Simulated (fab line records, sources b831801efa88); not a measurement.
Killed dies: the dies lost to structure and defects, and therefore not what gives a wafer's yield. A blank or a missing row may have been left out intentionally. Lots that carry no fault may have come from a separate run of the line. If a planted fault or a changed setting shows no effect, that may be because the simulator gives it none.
fab line records	flow sky130
record lots=6	wafers=18	lastDay=50
route steps=708 shown METAL4@627 VIA4@639 PAD_OPEN@708
lots with no fault: from the same line, run without faults
startH: hours from the record's first day to the start of the lot's first wafer shown	waitH: hours since the lot's step before	" unchanged from the row above	L1.1+2: a single row standing in for several wafers	- no value, or no start was given	* or withheld: withheld	< > ~ a bound
route shown NAME@n: NAME is a module with steps in the file, n the number in the route of the first one	usual: mean/standard deviation taken from wafers without a fault	same: alike in all rows	chamber/n: place in a boat	sites: per-site readings	_std_site: the values' standard deviation	_edge_site: the outer-site mean with the inner-site mean subtracted	radiusMm: for every site, how far away it sits from the centre of the wafer	mask NAME#n: copy n	behind: the last tool/chamber to shape the wafer	hold: why the lot went on hold/how many hours it stayed there/how the hold came to an end	device: the transistor (n, p or np) that didn't switch	end of line: the route-end tests of the same wafers	a step given without rows: its recipe and nothing more	killed: dies lost to structure and defects at the first sort, not the wafer's yield	map: dies across one wafer; x = killed, . = not, _ = none there
set.NAME: setting as actually run; set.NAME@STEP: the setting as run at that earlier step	model.NAME: the simulator's own value behind a step, which no gauge read
a table for each step, a row for each wafer; lots at some steps of the route
services: a tool's chamber out of use, with start hour (startH, from the record's first day; less than 0 if before it), hours out, and reason
## steps
# step SKY_METAL4_PEB_11
# recipe pebTempC=withheld	pebTimeS=withheld	resist=KrF-thick
# step SKY_METAL4_DEVELOP_12
# recipe developTimeS=60	resist=KrF-thick	devTempC=21
# step SKY_METAL4_CD_MEAS_13
# recipe targetCdNm=300
# usual cdNm=299.7/1.4
lot.wafer	tool	chamber	startH	waitH	cdNm
L530.1	cdSem-02	-	998.72	-	299.9
L530.4	"	-	"	"	298.1
L530.5	"	-	"	"	300.9
L541.2	cdSem-01	-	1067.95	-	299.3
L541.4	"	-	"	"	300.4
L541.6	"	-	"	"	298.3
L543.1	cdSem-02	-	1076.22	-	301.9
L543.3	"	-	"	"	301.7
L543.4	"	-	"	"	300.0
L545.3	cdSem-02	-	1090.60	-	297.9
L545.4	"	-	"	"	299.9
L545.5	"	-	"	"	300.6
L547.3	cdSem-01	-	1099.14	-	300.0
L547.4	"	-	"	"	299.3
L547.5	"	-	"	"	299.3
L551.1	cdSem-02	-	1137.23	-	301.8
L551.2	"	-	"	"	300.3
L551.3	"	-	"	"	300.7
# step SKY_METAL4_OVL_MEAS_14
# usual METAL4_OVL=-3/6.3
lot.wafer	tool	chamber	startH	waitH	METAL4_OVL[nm]
L530.1	overlay-02	-	998.84	0.1	-5
L530.4	"	-	"	"	-9
L530.5	"	-	"	"	-10
L541.2	overlay-01	-	1068.05	0.1	-1
L541.4	"	-	"	"	-3
L541.6	"	-	"	"	-3
L543.1	overlay-01	-	1076.34	0.1	7
L543.3	"	-	"	"	4
L543.4	"	-	"	"	-1
L545.3	overlay-01	-	1090.69	0.1	-10
L545.4	"	-	"	"	-8
L545.5	"	-	"	"	-8
L547.3	overlay-01	-	1099.24	0.1	3
L547.4	"	-	"	"	-6
L547.5	"	-	"	"	8
L551.1	overlay-01	-	1137.35	0.1	-10
L551.2	"	-	"	"	-15
L551.3	"	-	"	"	-3
# step SKY_METAL4_DESCUM_15
# recipe chemistry=O2	sourcePowerW=150	biasPowerW=0	pressureMtorr=10	tempC=40	timeS=8
# usual drypumpMotorCurrentA=5.5/0.49	oesProductAu=1.000/0.013
# same biasPowerW=0
lot.wafer	tool	chamber	startH	waitH	drypumpMotorCurrentA	oesProductAu	rfHoursCounterH
L530.1	rieMetal-03	1	998.88	0.0	5.6	1.009	10
L530.4	"	1	"	"	5.6	1.010	-
L530.5	"	1	"	"	5.6	0.999	-
L541.2	rieMetal-03	0	1068.08	0.0	6.1	0.991	14
L541.4	"	1	"	"	5.6	1.000	-
L541.6	"	1	"	"	5.6	1.011	-
L543.1	rieMetal-04	1	1076.38	0.0	5.3	0.988	17
L543.3	"	1	"	"	5.3	0.986	-
L543.4	"	0	"	"	5.3	1.024	-
L545.3	rieMetal-02	1	1090.74	0.0	4.9	0.986	-
L545.4	"	1	"	"	4.9	0.982	-
L545.5	"	1	"	"	4.9	0.986	-
L547.3	rieMetal-03	1	1099.27	0.0	5.6	0.987	-
L547.4	"	0	"	"	6.0	0.994	-
L547.5	"	0	"	"	6.0	0.994	-
L551.1	rieMetal-03	0	1137.38	0.0	6.1	1.011	20
L551.2	"	1	"	"	5.6	1.001	20
L551.3	"	0	"	"	6.1	0.999	-
# step SKY_METAL4_ETCH_16
# recipe chemistry=N2/H2	target=BARC	ionEnergyEv=200	biasW=100	pressureMtorr=30	n2FlowSccm=100	h2FlowSccm=200	icpW=500	stopOn=SiO2	timeS=88.2	targetDepthA=600
# usual biasW=100.02/0.28	drypumpMotorCurrentA=5.5/0.49	oesProductAu=0.626/0.0046	throttleValvePct=13.205/0.0093
lot.wafer	tool	chamber	startH	waitH	biasW	drypumpMotorCurrentA	oesProductAu	rfHoursCounterH	throttleValvePct
L530.1	rieMetal-03	1	998.94	0.1	100.38	5.6	0.620	10	13.205
L530.4	"	1	"	"	100.23	5.6	0.627	-	13.206
L530.5	"	1	"	"	100.11	5.6	0.626	-	13.231
L541.2	rieMetal-03	0	1068.11	0.0	100.26	6.1	0.620	14	13.200
L541.4	"	1	"	"	99.84	5.6	0.623	-	13.210
L541.6	"	1	"	"	100.06	5.6	0.632	-	13.209
L543.1	rieMetal-04	1	1076.41	0.0	100.14	5.3	0.626	17	13.203
L543.3	"	1	"	"	99.84	5.3	0.631	-	13.193
L543.4	"	0	"	"	99.90	5.3	0.624	-	13.204
L545.3	rieMetal-02	1	1090.85	0.1	100.20	4.9	0.630	-	13.198
L545.4	"	1	"	"	99.91	4.9	0.634	-	13.195
L545.5	"	1	"	"	100.12	4.9	0.623	-	13.213
L547.3	rieMetal-03	1	1099.33	0.0	100.20	5.6	0.629	-	13.210
L547.4	"	0	"	"	99.73	6.1	0.624	-	13.195
L547.5	"	0	"	"	100.26	6.1	0.626	-	13.208
L551.1	rieMetal-03	0	1137.41	0.0	100.47	6.1	0.626	20	13.200
L551.2	"	1	"	"	99.18	5.6	0.628	20	13.198
L551.3	"	0	"	"	100.38	6.1	0.620	-	13.206
# step SKY_METAL4_ETCH_17
# recipe target=SiO2	stopOn=TiN	chemistry=C4F8/O2/Ar	sourceW=1500	biasW=1200	pressureMtorr=40	c4f8FlowSccm=withheld	O2_flow_sccm=6	Ar_flow_sccm=300	timeS=3.9	targetDepthA=150
# usual biasW=1200/3.5	oesProductAu=0.752/0.0075
lot.wafer	tool	chamber	startH	waitH	biasW	oesProductAu	rfHoursCounterH
L530.1	rieDiel-03	3	999.14	0.2	1197	0.753	4
L530.4	"	1	"	"	1202	0.753	9
L530.5	"	2	"	"	1204	0.755	-
L541.2	rieDiel-01	1	1068.21	0.1	1195	0.745	24
L541.4	"	0	"	"	1202	0.761	13
L541.6	"	0	"	"	1194	0.756	-
L543.1	rieDiel-04	0	1076.51	0.1	1200	0.749	16
L543.3	"	3	"	"	1202	0.750	14
L543.4	"	1	"	"	1201	0.754	18
L545.3	rieDiel-03	2	1090.98	0.1	1196	0.753	24
L545.4	"	0	"	"	1200	0.745	2
L545.5	"	1	"	"	1199	0.756	-
L547.3	rieDiel-04	3	1099.39	0.0	1195	0.749	15
L547.4	"	0	"	"	1206	0.763	-
L547.5	"	3	"	"	1198	0.770	-
L551.1	rieDiel-04	2	1137.51	0.1	1204	0.748	9
L551.2	"	0	"	"	1194	0.751	18
L551.3	"	1	"	"	1199	0.758	20
# step SKY_METAL4_METAL_ETCH_18
# recipe targetDepthA=8450	stopOn=SiO2	overEtchFrac=0.3	timeS=183.1	chemistry=Cl2/BCl3	resistSidewallDeg=88	pressureMtorr=10	icpW=900	biasW=48.5	Cl2_flow_sccm=60	bcl3FlowSccm=30
# usual biasW=48.50/0.15	drypumpMotorCurrentA=5.6/0.52	oesProductAu=0.864/0.0059	throttleValvePct=22.264/0.0088
lot.wafer	tool	chamber	startH	waitH	biasW	drypumpMotorCurrentA	oesProductAu	rfHoursCounterH	throttleValvePct
L530.1	rieMetal-02	0	999.16	0.0	48.46	6.5	0.871	21	22.255
L530.4	"	1	"	"	48.68	5.0	0.869	-	22.263
L530.5	"	0	"	"	48.36	6.5	0.875	-	22.261
L541.2	rieMetal-04	0	1068.23	0.0	48.46	5.3	0.853	14	22.250
L541.4	"	0	"	"	48.70	5.3	0.866	-	22.256
L541.6	"	0	"	"	48.68	5.3	0.860	-	22.277
L543.1	rieMetal-03	0	1076.53	0.0	48.41	6.0	0.864	15	22.267
L543.3	"	0	"	"	48.60	6.0	0.858	-	22.242
L543.4	"	1	"	"	48.67	5.6	0.861	-	22.273
L545.3	rieMetal-04	1	1091.06	0.1	48.48	5.3	0.867	-	22.257
L545.4	"	0	"	"	48.60	5.3	0.862	-	22.254
L545.5	"	1	"	"	48.22	5.3	0.858	-	22.268
L547.3	rieMetal-02	1	1099.47	0.1	48.60	4.9	0.852	-	22.259
L547.4	"	0	"	"	48.41	6.5	0.853	-	22.262
L547.5	"	0	"	"	48.73	6.5	0.865	-	22.260
L551.1	rieMetal-02	1	1137.53	0.0	48.20	5.0	0.865	16	22.264
L551.2	"	1	"	"	48.26	5.0	0.867	-	22.256
L551.3	"	1	"	"	48.06	4.9	0.868	-	22.283
# step SKY_METAL4_STRIP_19
# recipe chemistry=O2/N2	powerW=1400	pressureMtorr=1500	platenTempC=withheld	o2FlowSccm=3000	n2FlowSccm=300	overashFraction=0.5
# step SKY_METAL4_STRIP_20
# recipe chemistry=postEtchResidueRemover	timeS=1200	tempC=72.5
# step SKY_METAL4_CLEAN_21
# recipe chemistry=IPA	timeS=180	tempC=25
# step SKY_METAL4_CLEAN_22
# recipe chemistry=O3/DIW	dry=n2Spin
# step SKY_VIA4_HDPCVD_00
# recipe material=SiO2	targetThkNm=1750	sigmaOpenFrac=0.3	timeS=291.7	tempC=400	sih4FlowSccm=60	pressureMtorr=6
# usual runLengthS=319.5/0.51
lot.wafer	tool	chamber	startH	waitH	runLengthS	model.SiO2_of_VIA4_HDPCVD_00.thkNm
L530.1	hdpcvd-01	1	999.97	0.0	319.2	1730
L530.4	"	0	"	"	320.5	1752
L530.5	"	2	"	"	320.1	1720
L541.2	hdpcvd-02	2	1069.03	0.0	319.6	1731
L541.4	"	0	"	"	319.2	1747
L541.6	"	1	"	"	319.0	1728
L543.1	hdpcvd-02	0	1077.30	0.0	349.1	1963
L543.3	"	1	"	"	320.0	1755
L543.4	"	1	"	"	319.4	1738
L545.3	hdpcvd-01	1	1091.79	0.0	318.6	1731
L545.4	"	1	"	"	318.9	1705
L545.5	"	0	"	"	319.9	1753
L547.3	hdpcvd-02	1	1100.18	0.0	319.4	1737
L547.4	"	2	"	"	319.3	1750
L547.5	"	0	"	"	349.2	1937
L551.1	hdpcvd-01	1	1138.53	0.0	318.5	1704
L551.2	"	0	"	"	319.7	1732
L551.3	"	2	"	"	320.2	1704
# step SKY_VIA4_THK_MEAS_01
# recipe reads=SiO2_of_VIA4_HDPCVD_00
# usual VIA4_HDPCVD_THK=1741/20
lot.wafer	tool	chamber	startH	waitH	VIA4_HDPCVD_THK[nm]
L530.1	filmMetro-02	-	1000.15	0.1	1730
L530.4	"	-	"	"	1752
L530.5	"	-	"	"	1720
L541.2	filmMetro-01	-	1069.22	0.1	1731
L541.4	"	-	"	"	1748
L541.6	"	-	"	"	1729
L543.1	filmMetro-02	-	1077.48	0.1	1964
L543.3	"	-	"	"	1756
L543.4	"	-	"	"	1740
L545.3	filmMetro-02	-	1091.98	0.1	1731
L545.4	"	-	"	"	1706
L545.5	"	-	"	"	1755
L547.3	filmMetro-02	-	1100.38	0.1	1736
L547.4	"	-	"	"	1750
L547.5	"	-	"	"	1938
L551.1	filmMetro-04	-	1138.71	0.1	1705
L551.2	"	-	"	"	1733
L551.3	"	-	"	"	1705
# step SKY_VIA4_CMP_02
# recipe material=SiO2	downForcePsi=4	platenRpm=60	padVelocityMS=0.94248
# usual motorCurrentA=12.6/1.4
lot.wafer	tool	chamber	startH	waitH	motorCurrentA
L530.1	cmp-02	1	1000.26	0.1	12.2
L530.4	"	2	"	"	11.4
L530.5	"	0	"	"	13.9
L541.2	cmp-02	2	1069.99	0.8	11.0
L541.4	"	3	"	"	10.4
L541.6	"	3	"	"	10.8
L543.1	cmp-01	2	1077.54	0.1	14.6
L543.3	"	3	"	"	12.4
L543.4	"	0	"	"	13.5
L545.4	cmp-02	2	1092.34	0.3	11.0
L545.3	"	3	"	"	10.5
L545.5	"	1	"	"	11.8
L547.4	cmp-01	1	1100.42	0.0	12.2
L547.3	"	3	"	"	12.3
L547.5	"	1	"	"	12.1
L551.1	cmp-01	3	1138.77	0.1	11.9
L551.3	"	0	"	"	13.3
L551.2	"	1	"	"	11.7
# step SKY_PAD_OPEN_PROBE_99
# usual defectLimitedYield=82.5/2	killed_at_M0_to_M3=44/7.4	killed_at_M4_up=3.0/1.8	killedAtContacts=24/5.1	killedAtFrontEnd=15/4.3	killedAtOther=0.3/0.54	killedDies=86/9.9	killedOpen=47/7.1	killedShort=38/6.7	sort_bin_3_pad_short=0.8/0.39	sort_bin_5_function=10.4/1.5	sort_bin_6_memory=6.2/1.2	sortNPass=406/9.9	sortYieldPct=82.5/2
# same grossDies=492	killedAtBackSide=0	sort_bin_4_leakage[%]=0	sort_bin_8_speed[%]=0
lot.wafer	tool	chamber	startH	waitH	defectLimitedYield[%]	killed_at_M0_to_M3	killed_at_M4_up	killedAtContacts	killedAtFrontEnd	killedAtOther	killedDies	killedOpen	killedShort	sort_bin_3_pad_short[%]	sort_bin_5_function[%]	sort_bin_6_memory[%]	sortNPass	sortYieldPct[%]
L530.1	prober-02	-	1094.17	0.1	82.1	48	3	20	17	0	88	46	42	0.6	9.3	7.9	404	82.1
L530.4	prober-02	-	1094.32	0.2	85.4	33	1	27	11	0	72	37	35	0.6	8.3	5.7	420	85.4
L530.5	prober-02	-	1094.37	0.2	79.1	51	1	39	12	0	103	59	44	0.6	12.8	7.5	389	79.1
L541.2	prober-02	-	1155.78	0.1	80.9	34	4	32	24	0	94	50	44	0.8	11.6	6.7	398	80.9
L541.6	prober-02	-	1155.98	0.2	81.5	53	2	21	15	0	91	41	50	0.8	11.2	6.5	401	81.5
L547.3	prober-02	-	1179.93	0.2	79.7	49	4	28	19	0	100	58	42	0.6	11.0	8.7	392	79.7
L547.4	prober-02	-	1179.98	0.2	80.7	55	4	28	8	0	95	49	46	0.4	12.4	6.5	397	80.7
L547.5	prober-02	-	1180.03	0.2	82.7	41	5	27	12	0	85	47	38	0.6	12.2	4.5	407	82.7
# killed by level:class
L530.1 LI_CONTACT:geometricParticle:open=8 VIA1:geometricParticle:open=8 CONTACT:geometricParticle:open=7 VIA2:geometricParticle:open=6 VIA1:geometricParticle:short=6 METAL2:geometricParticle:short=6 FIELD_ISO:geometricParticle:short=5 VIA2:geometricParticle:short=5
L530.4 CONTACT:geometricParticle:short=12 LI_CONTACT:geometricParticle:open=9 VIA1:geometricParticle:open=6 FIELD_ISO:geometricParticle:short=5 METAL2:geometricParticle:short=5 CONTACT:geometricParticle:open=5 VIA2:geometricParticle:open=5 VIA1:geometricParticle:short=4
L530.5 CONTACT:geometricParticle:open=21 VIA1:geometricParticle:open=9 METAL1:geometricParticle:short=8 VIA2:geometricParticle:open=8 VIA3:geometricParticle:open=7 CONTACT:geometricParticle:short=7 LI_CONTACT:geometricParticle:open=6 VIA1:geometricParticle:short=6
L541.2 VIA1:geometricParticle:open=12 CONTACT:geometricParticle:open=9 LI_CONTACT:geometricParticle:open=9 FIELD_ISO:geometricParticle:short=8 POLY_GATE:geometricParticle:open=6 CONTACT:geometricParticle:short=6 LOCAL_INTERCONNECT:geometricParticle:short=5 VIA1:geometricParticle:short=5
L541.6 VIA1:geometricParticle:open=12 VIA1:geometricParticle:short=8 CONTACT:geometricParticle:open=7 METAL1:geometricParticle:short=7 FIELD_ISO:geometricParticle:open=5 METAL3:geometricParticle:short=5 METAL2:geometricParticle:short=5 VIA2:geometricParticle:open=5
L547.3 VIA1:geometricParticle:open=14 CONTACT:geometricParticle:open=11 VIA1:geometricParticle:short=8 LI_CONTACT:geometricParticle:open=8 POLY_GATE:geometricParticle:open=5 METAL1:geometricParticle:short=5 VIA3:geometricParticle:open=5 FIELD_ISO:geometricParticle:open=4
L547.4 VIA1:geometricParticle:open=17 LI_CONTACT:geometricParticle:open=10 VIA1:geometricParticle:short=8 METAL2:geometricParticle:short=7 LI_CONTACT:geometricParticle:short=6 CONTACT:geometricParticle:open=6 CONTACT:geometricParticle:short=5 VIA2:geometricParticle:open=5
L547.5 LI_CONTACT:geometricParticle:open=10 VIA1:geometricParticle:open=9 VIA2:geometricParticle:open=7 CONTACT:geometricParticle:open=6 VIA3:geometricParticle:open=6 VIA3:geometricParticle:short=5 VIA1:geometricParticle:short=5 CONTACT:geometricParticle:short=4
## services
tool	chamber	startH	hours	kind
cmp-01	-	976.73	1.0	repair
rieDiel-04	3	982.85	1.9	repair
rieDiel-04	-	984.46	0.5	repair
cmp-01	-	1007.65	2.8	repair
hdpcvd-01	0	1020.90	23.7	repair
cmp-02	-	1025.99	3.0	repair
cmp-02	-	1037.27	4.6	pm
cmp-01	-	1037.71	5.1	repair
rieDiel-01	-	1046.35	0.6	repair
cmp-01	-	1048.08	6.4	pm
rieDiel-01	0	1052.26	5.7	repair
cmp-01	-	1054.51	16.6	pm
hdpcvd-01	1	1055.78	10.0	repair
hdpcvd-01	0	1064.86	7.5	repair
rieMetal-02	0	1079.55	13.5	repair
cmp-01	-	1084.00	4.0	pm
cmp-02	-	1084.82	1.5	repair
rieDiel-04	2	1094.87	12.6	repair
cmp-02	-	1101.17	2.2	repair
rieDiel-01	3	1103.37	3.7	repair
rieMetal-02	0	1127.96	-	clean
rieMetal-02	0	1127.96	-	consumableReplace:focusRing
rieMetal-02	0	1127.96	15.6	scheduledDown
rieDiel-03	-	1129.33	0.5	repair
## key
firstSign step=SKY_VIA4_HDPCVD_00	reading=runLengthS	direction=up	sigmas=58	usual=*	struck=*
effect step=SKY_VIA4_THK_MEAS_01	reading=VIA4_HDPCVD_THK	direction=up	sigmas=10	usual=1741	struck=1951
modelEffect step=SKY_VIA4_HDPCVD_00	value=SiO2_of_VIA4_HDPCVD_00.thkNm	without=1768	struck=1950
metAt SKY_VIA4_HDPCVD_00
struckWafers L543.1,L547.5
onsetBetween 1069.03 1077.30
fault kind=processParameterDrift	tool=hdpcvd-02	chamber=0	onsetH=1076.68	steps=SKY_VIA4_HDPCVD_00	channel=timeS	offset=*	shape=step	endH=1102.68	actsIn=*	stated=*
